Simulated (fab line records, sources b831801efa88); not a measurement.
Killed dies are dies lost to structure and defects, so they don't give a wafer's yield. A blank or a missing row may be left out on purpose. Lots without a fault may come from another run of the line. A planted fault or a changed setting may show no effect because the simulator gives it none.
fab line records | flow gf180mcu | part 1 of 2: steps 1 to 31 of 40
record lots=5 wafers=15 last_day=33
route steps=602 shown M4@462 V4@476
lots that met no fault: from a run of the same line without faults
start_h: hours from the record's first day to the start of the lot's first wafer shown | wait_h: hours since the lot's step before | " the same as in the row above | L1.1+2: a row that stands for several wafers | - no value, or no start given | * or withheld: withheld | < > ~ a bound
route shown NAME@n: a module of which the file shows steps, and the number in the route of the first | usual: mean/standard deviation of fault-free wafers | same: alike in all rows | chamber/n: place in a boat | sites: the reading at each site | _std_site: their standard deviation | _edge_site: outer sites' mean less inner sites' | radius_mm: how far each site lies from the wafer's centre | mask NAME#n: copy n | behind: the tool/chamber that last shaped the wafer | hold: why the lot was held/for how many hours/how that ended | device: the transistor (n, p or np) that didn't switch | end of line: the same wafers' tests at the end of the route | a step without rows: its recipe alone | killed: dies lost to structure and defects at the first sort, not the wafer's yield | map: a wafer's dies, x killed, . not, _ none there
set.NAME: the setting as run; set.NAME@STEP: as run at that earlier step | model.NAME: the simulator's own value behind a step, which no gauge read
lots at some steps of the route; a table a step, a row a wafer
services: from which hour (start_h, from the record's first day; less than 0 if before it) a tool's chamber was out of use, for how many hours, and why
## steps
# step GF_M4_THK_MEAS_06
# recipe thk_meas_gauge=xrf reads=AlCu_of_M4_SPUTTER_02
# usual M4_ALCU_THK=459/6.1
# columns lot.wafer tool chamber start_h wait_h M4_ALCU_THK[nm]
L080.2 film_metro-03 - 567.97 0.1 458
L080.3 " - " " 464
L080.4 " - " " 458
L081.1 film_metro-03 - 584.52 0.1 453
L081.4 " - " " 460
L081.6 " - " " 456
L084.1 film_metro-03 - 604.62 0.1 449
L084.4 " - " " 448
L084.5 " - " " 450
L085.1 film_metro-04 - 609.81 0.1 465
L085.2 " - " " 461
L085.4 " - " " 465
L091.1 film_metro-02 - 650.18 0.1 447
L091.4 " - " " 453
L091.5 " - " " 453
# step GF_M4_DEHYDRATE_07
# recipe temp_c=200 time_s=60
# columns lot.wafer tool chamber start_h wait_h
L080.2+3+4 litho_track-02 0 577.50 9.5
L081.1+4+6 litho_track-02 0 594.17 9.6
L084.1+4+5 litho_track-03 0 614.29 9.7
L085.1+2+4 litho_track-03 0 619.04 9.2
L091.1+4+5 litho_track-04 0 658.87 8.7
# step GF_M4_HMDS_08
# recipe prime_time_s=60 prime_temp_c=120
# columns lot.wafer tool chamber start_h wait_h
L080.2+3+4 litho_track-02 0 577.65 0.1
L081.1+4+6 litho_track-02 0 594.32 0.1
L084.1+4+5 litho_track-03 0 614.44 0.1
L085.1+2+4 litho_track-03 0 619.19 0.1
L091.1+4+5 litho_track-04 0 659.02 0.1
# step GF_M4_COAT_09
# recipe resist=KrF spin_rpm=withheld resist_thk_nm=1000
# columns lot.wafer tool chamber start_h wait_h
L080.2+3+4 litho_track-02 0 577.80 0.1
L081.1+4+6 litho_track-02 0 594.47 0.1
L084.1+4+5 litho_track-03 0 614.59 0.1
L085.1+2+4 litho_track-03 0 619.34 0.1
L091.1+4+5 litho_track-04 0 659.17 0.1
# step GF_M4_SOFTBAKE_10
# recipe temp_c=130 time_s=60 resist=KrF
# columns lot.wafer tool chamber start_h wait_h
L080.2+3+4 litho_track-02 0 577.95 0.1
L081.1+4+6 litho_track-02 0 594.62 0.1
L084.1+4+5 litho_track-03 0 614.74 0.1
L085.1+2+4 litho_track-03 0 619.49 0.1
L091.1+4+5 litho_track-04 0 659.32 0.1
# step GF_M4_EXPOSE_11
# recipe mask_id=Metal4 target_cd_nm=280 na=0.68 source_shape=conventional sigma_outer=0.6 dose_mj=28
# usual focus_offset_nm=0.1/0.55 stage_vel_mm_s=499.98/0.26
# columns lot.wafer tool chamber start_h wait_h mask focus_offset_nm stage_vel_mm_s
L080.2 krf_scanner-02 0 - - Metal4#0 -0.1 499.89
L080.3 " 0 " " Metal4#0 0.2 499.97
L080.4 " 0 " " Metal4#0 -0.1 499.80
L081.1 krf_scanner-02 0 - - Metal4#0 -0.6 499.78
L081.4 " 0 " " Metal4#0 -0.8 499.62
L081.6 " 0 " " Metal4#0 -0.6 499.88
L084.1 krf_scanner-02 0 - - Metal4#0 -0.3 499.96
L084.4 " 0 " " Metal4#0 -0.4 500.10
L084.5 " 0 " " Metal4#0 0.3 499.72
L085.1 krf_scanner-01 0 - - Metal4#0 -0.4 500.36
L085.2 " 0 " " Metal4#0 -0.6 499.80
L085.4 " 0 " " Metal4#0 -0.6 500.37
L091.1 krf_scanner-02 0 - - Metal4#0 -0.3 500.03
L091.4 " 0 " " Metal4#0 0.3 500.20
L091.5 " 0 " " Metal4#0 -0.1 499.90
# step GF_M4_PEB_12
# recipe peb_temp_c=135 peb_time_s=90 resist=KrF
# columns lot.wafer tool chamber start_h wait_h
L080.2+3+4 litho_track-03 0 - -
L081.1+4+6 litho_track-04 0 - -
L084.1+4+5 litho_track-04 0 - -
L085.1+2+4 litho_track-02 0 - -
L091.1+4+5 litho_track-04 0 - -
# step GF_M4_DEVELOP_13
# recipe develop_time_s=60 dev_temp_c=21
# columns lot.wafer tool chamber start_h wait_h
L080.2+3+4 litho_track-03 0 588.41 0.2
L081.1+4+6 litho_track-04 0 605.03 0.2
L084.1+4+5 litho_track-04 0 624.38 0.2
L085.1+2+4 litho_track-02 0 629.37 0.2
L091.1+4+5 litho_track-04 0 667.22 0.2
# step GF_M4_CD_MEAS_14
# recipe target_cd_nm=280
# usual cd_nm=280.0/1.2
# columns lot.wafer tool chamber start_h wait_h cd_nm
L080.2 cd_sem-01 - 588.56 0.1 282.2
L080.3 " - " " 282.7
L080.4 " - " " 281.0
L081.1 cd_sem-02 - 605.18 0.1 279.3
L081.4 " - " " 278.5
L081.6 " - " " 279.4
L084.1 cd_sem-01 - 624.53 0.1 280.3
L084.4 " - " " 279.7
L084.5 " - " " 280.4
L085.1 cd_sem-01 - 629.52 0.1 279.3
L085.2 " - " " 279.1
L085.4 " - " " 278.8
L091.1 cd_sem-01 - 667.37 0.1 281.0
L091.4 " - " " 280.5
L091.5 " - " " 280.6
# step GF_M4_OVL_MEAS_15
# usual M4_OVL=0/5.2
# columns lot.wafer tool chamber start_h wait_h M4_OVL[nm]
L080.2 overlay-02 - 588.66 0.1 4
L080.3 " - " " -2
L080.4 " - " " 6
L081.1 overlay-01 - 605.30 0.1 -5
L081.4 " - " " 7
L081.6 " - " " 6
L084.1 overlay-02 - 624.65 0.1 1
L084.4 " - " " 6
L084.5 " - " " 7
L085.1 overlay-02 - 629.64 0.1 -7
L085.2 " - " " 3
L085.4 " - " " -3
L091.1 overlay-01 - 667.49 0.1 2
L091.4 " - " " -2
L091.5 " - " " 3
# step GF_M4_METAL_ETCH_16
# recipe chemistry=Cl2/BCl3 mask_material=KrF target_depth_nm=750.8 stop_on=SiO2 pressure_mtorr=8 icp_w=800 bias_w=140 Cl2_flow_sccm=80 bcl3_flow_sccm=40 time_s=125.1
# usual bias_w=140.0/0.49 chamber_pressure_mTorr=8.001/0.0077 drypump_motor_current_A=5.8/0.37 oes_product_au=0.990/0.0058 throttle_valve_pct=28.229/0.0094
# columns lot.wafer tool chamber start_h wait_h bias_w chamber_pressure_mTorr drypump_motor_current_A oes_product_au rf_hours_counter_h throttle_valve_pct
L080.2 rie_metal-01 1 588.69 0.0 138.8 7.997 5.6 0.990 1 28.217
L080.3 " 0 " " 140.8 8.012 6.4 0.993 - 28.226
L080.4 " 1 " " 139.2 8.008 5.6 0.988 - 28.219
L081.1 rie_metal-01 1 605.33 0.0 140.1 7.999 5.6 0.976 2 28.225
L081.4 " 0 " " 140.0 8.002 6.3 0.993 - 28.232
L081.6 " 1 " " 140.1 7.997 5.6 0.985 - 28.217
L084.1 rie_metal-03 1 624.68 0.0 140.6 7.997 6.0 0.979 7 28.241
L084.4 " 1 " " 140.1 8.008 6.0 0.978 - 28.233
L084.5 " 1 " " 140.2 7.996 6.0 0.972 - 28.240
L085.1 rie_metal-01 0 629.68 0.0 140.1 8.008 6.4 0.997 11 28.220
L085.2 " 1 " " 140.5 8.004 5.6 0.998 3 28.218
L085.4 " 1 " " 139.8 7.984 5.6 0.993 - 28.227
L091.1 rie_metal-02 1 667.53 0.0 140.5 8.006 5.9 0.994 14 28.239
L091.4 " 1 " " 140.4 8.003 6.0 0.991 - 28.236
L091.5 " 0 " " 139.2 7.996 5.3 0.991 - 28.235
# step GF_M4_STRIP_17
# recipe chemistry=O2/N2 power_w=1400 pressure_mtorr=1500 platen_temp_c=250 o2_flow_sccm=3000 n2_flow_sccm=300 overash_fraction=0.5
# usual chamber_pressure_mTorr=1500.1/1.4 drypump_motor_current_A=5.7/0.69 heater_power_w=355/39 o2_flow_sccm=3000/8.5 oes_product_au=0.537/0.0047 strip_time_to_endpoint_s=7.39/0.048
# columns lot.wafer tool chamber start_h wait_h chamber_pressure_mTorr drypump_motor_current_A heater_power_w o2_flow_sccm oes_product_au rf_hours_counter_h strip_time_to_endpoint_s
L080.2 plasma_asher-02 1 588.82 0.1 1502.2 6.1 344 3003 0.534 78 7.41
L080.3 " 1 " " 1499.9 6.1 339 3012 0.536 - 7.36
L080.4 " 0 " " 1498.9 5.7 380 3000 0.540 - 7.45
L081.1 plasma_asher-01 1 605.46 0.1 1498.2 4.6 311 3010 0.536 19 7.46
L081.4 " 1 " " 1500.1 4.7 311 3013 0.531 - 7.35
L081.6 " 0 " " 1499.0 6.6 406 3009 0.531 - 7.44
L084.1 plasma_asher-04 1 624.81 0.1 1499.5 6.0 392 2986 0.537 50 7.48
L084.4 " 1 " " 1499.7 6.1 399 3012 0.542 - 7.40
L084.5 " 0 " " 1499.9 5.3 308 2992 0.541 - 7.46
L085.1 plasma_asher-01 0 629.81 0.1 1501.7 6.6 399 3001 0.536 22 7.35
L085.2 " 1 " " 1500.9 4.6 301 3014 0.523 22 7.40
L085.4 " 0 " " 1499.9 6.6 406 3004 0.532 - 7.41
L091.1 plasma_asher-02 1 667.66 0.1 1501.1 6.1 339 2998 0.535 87 7.38
L091.4 " 0 " " 1499.9 5.6 384 2994 0.537 - 7.36
L091.5 " 1 " " 1498.3 6.1 347 3002 0.541 - 7.34
# step GF_M4_STRIP_18
# recipe chemistry=post_etch_residue_remover time_s=1200 temp_c=72.5
# columns lot.wafer tool chamber start_h wait_h
L080.2+3+4 wet_bench-03 0 588.92 0.1
L081.1+4+6 wet_bench-03 0 605.56 0.1
L084.1+4+5 wet_bench-03 2 624.91 0.1
L085.1+2+4 wet_bench-04 0 629.91 0.1
L091.1+4+5 wet_bench-01 3 667.76 0.1
# step GF_M4_CLEAN_19
# recipe chemistry=DIW dry=n2_spin
# columns lot.wafer tool chamber start_h wait_h
L080.2+3+4 wet_bench-01 1 589.27 0.0
L081.1+4+6 wet_bench-04 1 605.90 0.0
L084.1+4+5 wet_bench-04 3 625.25 0.0
L085.1+2+4 wet_bench-03 1 630.25 0.0
L091.1+4+5 wet_bench-03 1 668.13 0.0
# step GF_V4_CVD_00
# recipe material=SiO2 target_thk_nm=600 sigma_open_frac=0.3 temp_c=400 time_s=100 sih4_flow_sccm=60 pressure_mtorr=6
# columns lot.wafer tool chamber start_h wait_h
L080.2+3+4 hdpcvd-01 1,2,1 589.37 0.0
L081.1+4+6 hdpcvd-01 1,2,0 605.99 0.0
L084.1+4+5 hdpcvd-02 2,1,0 625.44 0.0
L085.1+2+4 hdpcvd-01 2,1,1 630.34 0.0
L091.1+4+5 hdpcvd-02 2,0,1 668.22 0.0
# step GF_V4_THK_MEAS_01
# recipe reads=SiO2_of_V4_CVD_00
# usual V4_CVD_00_THK=600/6.3
# columns lot.wafer tool chamber start_h wait_h V4_CVD_00_THK[nm]
L080.2 film_metro-04 - 589.45 0.0 598
L080.3 " - " " 596
L080.4 " - " " 591
L081.1 film_metro-01 - 606.07 0.0 602
L081.4 " - " " 588
L081.6 " - " " 606
L084.1 film_metro-04 - 625.51 0.0 602
L084.4 " - " " 605
L084.5 " - " " 602
L085.1 film_metro-02 - 630.41 0.0 588
L085.2 " - " " 600
L085.4 " - " " 595
L091.1 film_metro-01 - 668.30 0.0 598
L091.4 " - " " 599
L091.5 " - " " 603
# step GF_V4_CVD_02
# recipe material=SiO2 target_thk_nm=850 precursor=TEOS temp_c=400 time_s=94.851 rf_w=600
# usual heater_power_w=664/100
# columns lot.wafer tool chamber start_h wait_h heater_power_w
L080.2 pecvd-01 2 589.50 0.0 802
L080.3 " 0 " " 671
L080.4 " 2 " " 859
L081.1 pecvd-01 2 606.13 0.1 827
L081.4 " 2 " " 850
L081.6 " 1 " " 650
L084.1 pecvd-01 2 625.57 0.1 762
L084.4 " 0 " " 623
L084.5 " 1 " " 634
L085.1 pecvd-03 2 630.47 0.1 512
L085.2 " 0 " " 768
L085.4 " 0 " " 651
L091.1 pecvd-03 2 668.36 0.1 460
L091.4 " 2 " " 510
L091.5 " 0 " " 731
# step GF_V4_THK_MEAS_03
# recipe reads=SiO2_of_V4_CVD_02
# usual V4_CVD_02_THK=852/11
# columns lot.wafer tool chamber start_h wait_h V4_CVD_02_THK[nm]
L080.2 film_metro-01 - 589.58 0.0 837
L080.3 " - " " 817
L080.4 " - " " 853
L081.1 film_metro-02 - 606.20 0.0 849
L081.4 " - " " 861
L081.6 " - " " 856
L084.1 film_metro-01 - 625.64 0.0 859
L084.4 " - " " 856
L084.5 " - " " 865
L085.1 film_metro-02 - 630.54 0.0 856
L085.2 " - " " 836
L085.4 " - " " 860
L091.1 film_metro-01 - 668.43 0.0 849
L091.4 " - " " 865
L091.5 " - " " 856
# step GF_V4_CMP_04
# recipe material=SiO2 down_force_psi=4 platen_rpm=60 pad_velocity_m_s=0.94248
# usual head_pressure_psi=4.000/0.0086 motor_current_A=12.7/1.4 time_to_endpoint_s=78/5.4
# columns lot.wafer tool chamber start_h wait_h head_pressure_psi motor_current_A time_to_endpoint_s
L080.3 cmp-01 2 589.63 0.0 3.998 14.8 63
L080.2 " 3 " " 3.997 12.7 65
L080.4 " 0 " " 4.003 10.8 71
L081.1 cmp-01 3 606.26 0.1 4.001 12.9 71
L081.4 " 0 " " 4.005 10.9 79
L081.6 " 0 " " 4.005 10.8 77
L084.4 cmp-02 0 625.70 0.0 3.988 11.5 78
L084.1 " 2 " " 3.997 13.9 76
L084.5 " 0 " " 4.001 11.3 80
L085.1 cmp-02 0 630.80 0.2 4.006 11.2 78
L085.4 " 2 " " 3.991 13.7 84
L085.2 " 3 " " 3.999 12.3 70
L091.4 cmp-02 2 668.78 0.3 3.997 14.2 86
L091.1 " 3 " " 3.998 11.6 79
L091.5 " 1 " " 4.009 14.3 80
# step GF_V4_BOW_MEAS_05
# recipe mode=bow
# usual V4_BOW=135/9.2
# columns lot.wafer tool chamber start_h wait_h V4_BOW[um]
L080.2 film_metro-01 - 589.95 0.2 125
L080.3 " - " " 127
L080.4 " - " " 124
L081.1 film_metro-02 - 606.56 0.2 143
L081.4 " - " " 139
L081.6 " - " " 142
L084.1 film_metro-04 - 626.00 0.1 134
L084.4 " - " " 133
L084.5 " - " " 133
L085.1 film_metro-01 - 631.10 0.2 138
L085.2 " - " " 128
L085.4 " - " " 141
L091.1 film_metro-01 - 669.03 0.1 140
L091.4 " - " " 145
L091.5 " - " " 146
# step GF_V4_DEHYDRATE_06
# recipe temp_c=200 time_s=60
# columns lot.wafer tool chamber start_h wait_h
L080.2+3+4 litho_track-01 0 600.06 10.1
L081.1+4+6 litho_track-01 0 616.28 9.7
L084.1+4+5 litho_track-02 0 635.62 9.6
L085.1+2+4 litho_track-01 0 640.33 9.2
L091.1+4+5 litho_track-03 0 678.94 9.9
# step GF_V4_HMDS_07
# recipe prime_time_s=60 prime_temp_c=120
# columns lot.wafer tool chamber start_h wait_h
L080.2+3+4 litho_track-01 0 600.21 0.1
L081.1+4+6 litho_track-01 0 616.43 0.1
L084.1+4+5 litho_track-02 0 635.77 0.1
L085.1+2+4 litho_track-01 0 640.48 0.1
L091.1+4+5 litho_track-03 0 679.09 0.1
# step GF_V4_COAT_08
# recipe resist=BARC temp_c=withheld time_s=withheld spin_rpm=withheld resist_thk_nm=withheld
# columns lot.wafer tool chamber start_h wait_h
L080.2+3+4 litho_track-01 0 600.36 0.1
L081.1+4+6 litho_track-01 0 616.58 0.1
L084.1+4+5 litho_track-02 0 635.92 0.1
L085.1+2+4 litho_track-01 0 640.63 0.1
L091.1+4+5 litho_track-03 0 679.24 0.1
# step GF_V4_COAT_09
# recipe resist=KrF spin_rpm=withheld resist_thk_nm=1000
# columns lot.wafer tool chamber start_h wait_h
L080.2+3+4 litho_track-01 0 - -
L081.1+4+6 litho_track-01 0 - -
L084.1+4+5 litho_track-02 0 - -
L085.1+2+4 litho_track-01 0 - -
L091.1+4+5 litho_track-03 0 - -
# step GF_V4_SOFTBAKE_10
# recipe temp_c=130 time_s=60 resist=KrF
# columns lot.wafer tool chamber start_h wait_h
L080.2+3+4 litho_track-01 0 - -
L081.1+4+6 litho_track-01 0 - -
L084.1+4+5 litho_track-02 0 - -
L085.1+2+4 litho_track-01 0 - -
L091.1+4+5 litho_track-03 0 - -
# step GF_V4_EXPOSE_11
# recipe mask_id=Via4 target_cd_nm=260 na=0.68 source_shape=conventional sigma_outer=0.6 dose_mj=38
# usual focus_offset_nm=0.1/0.56 stage_vel_mm_s=499.99/0.25
# columns lot.wafer tool chamber start_h wait_h mask focus_offset_nm stage_vel_mm_s
L080.2 krf_scanner-02 0 - - Via4#0 -0.4 500.12
L080.3 " 0 " " Via4#0 0.6 499.79
L080.4 " 0 " " Via4#0 -0.1 500.03
L081.1 krf_scanner-01 0 - - Via4#0 0.0 500.11
L081.4 " 0 " " Via4#0 -0.4 500.18
L081.6 " 0 " " Via4#0 -0.4 500.27
L084.1 krf_scanner-01 0 - - Via4#0 0.8 500.26
L084.4 " 0 " " Via4#0 -0.3 499.98
L084.5 " 0 " " Via4#0 0.0 499.42
L085.1 krf_scanner-02 0 - - Via4#0 0.1 500.18
L085.2 " 0 " " Via4#0 0.3 499.54
L085.4 " 0 " " Via4#0 -0.6 500.25
L091.1 krf_scanner-02 0 - - Via4#0 -0.3 500.78
L091.4 " 0 " " Via4#0 -0.7 500.25
L091.5 " 0 " " Via4#0 -0.6 500.47
# step GF_V4_PEB_12
# recipe peb_temp_c=135 peb_time_s=90 resist=KrF
# columns lot.wafer tool chamber start_h wait_h
L080.2+3+4 litho_track-02 0 - -
L081.1+4+6 litho_track-03 0 - -
L084.1+4+5 litho_track-02 0 - -
L085.1+2+4 litho_track-03 0 - -
L091.1+4+5 litho_track-02 0 - -
# step GF_V4_DEVELOP_13
# recipe develop_time_s=60 resist=KrF dev_temp_c=21
# columns lot.wafer tool chamber start_h wait_h
L080.2+3+4 litho_track-02 0 610.95 0.2
L081.1+4+6 litho_track-03 0 627.09 0.2
L084.1+4+5 litho_track-02 0 645.67 0.2
L085.1+2+4 litho_track-03 0 650.74 0.2
L091.1+4+5 litho_track-02 0 688.02 0.2
# step GF_V4_CD_MEAS_14
# recipe target_cd_nm=260
# usual cd_nm=260.2/1
# columns lot.wafer tool chamber start_h wait_h cd_nm
L080.2 cd_sem-01 - 611.09 0.1 260.0
L080.3 " - " " 261.0
L080.4 " - " " 260.6
L081.1 cd_sem-02 - 627.24 0.1 261.8
L081.4 " - " " 261.0
L081.6 " - " " 261.5
L084.1 cd_sem-01 - 645.82 0.1 258.9
L084.4 " - " " 258.7
L084.5 " - " " 258.6
L085.1 cd_sem-02 - 650.89 0.1 259.1
L085.2 " - " " 259.2
L085.4 " - " " 259.5
L091.1 cd_sem-02 - 688.17 0.1 259.4
L091.4 " - " " 259.8
L091.5 " - " " 260.7
# step GF_V4_OVL_MEAS_15
# usual V4_OVL=-2/5.3
# columns lot.wafer tool chamber start_h wait_h V4_OVL[nm]
L080.2 overlay-02 - 611.20 0.1 -6
L080.3 " - " " -2
L080.4 " - " " -1
L081.1 overlay-02 - 627.36 0.1 -6
L081.4 " - " " -7
L081.6 " - " " -3
L084.1 overlay-02 - 645.94 0.1 -7
L084.4 " - " " -3
L084.5 " - " " 5
L085.1 overlay-02 - 651.01 0.1 2
L085.2 " - " " -2
L085.4 " - " " -2
L091.1 overlay-02 - 688.29 0.1 1
L091.4 " - " " -4
L091.5 " - " " 11
# step GF_V4_ETCH_16
# recipe chemistry=N2/H2 target_depth_a=withheld overetch_a=withheld time_s=withheld target=BARC ion_energy_ev=200 source_w=500 bias_w=100 pressure_mtorr=30 n2_flow_sccm=100 h2_flow_sccm=200
# usual bias_w=100.0/0.32 chamber_pressure_mTorr=29.999/0.028 drypump_motor_current_A=6.0/0.35 h2_flow_sccm=200.0/0.58 oes_product_au=0.854/0.0044 throttle_valve_pct=13.224/0.0086
# columns lot.wafer tool chamber start_h wait_h bias_w chamber_pressure_mTorr drypump_motor_current_A h2_flow_sccm oes_product_au throttle_valve_pct
L080.2 rie_diel-01 1 611.23 0.0 100.4 30.019 5.7 200.8 0.862 13.219
L080.3 " 2 " " 99.9 29.993 5.8 200.2 0.860 13.225
L080.4 " 3 " " 100.4 30.023 6.2 199.3 0.858 13.221
L081.1 rie_diel-02 3 627.39 0.0 99.9 29.987 6.7 200.2 0.845 13.212
L081.4 " 2 " " 100.2 29.970 6.3 199.1 0.855 13.240
L081.6 " 2 " " 100.0 30.003 6.3 199.9 0.857 13.222
L084.1 rie_diel-01 3 645.98 0.0 100.5 29.977 6.1 200.1 0.855 13.233
L084.4 " 2 " " 100.4 30.035 5.8 199.7 0.854 13.240
L084.5 " 0 " " 99.4 30.022 6.0 199.1 0.851 13.215
L085.1 rie_diel-01 2 651.04 0.0 100.0 29.937 5.8 199.3 0.858 13.216
L085.2 " 3 " " 99.8 29.991 6.2 199.1 0.855 13.224
L085.4 " 0 " " 100.1 30.031 6.0 200.4 0.861 13.223
L091.1 rie_diel-02 1 688.33 0.0 100.1 30.011 5.6 199.5 0.852 13.220
L091.4 " 1 " " 100.5 29.995 5.7 199.6 0.857 13.212
L091.5 " 2 " " 100.5 30.021 6.3 199.2 0.864 13.233
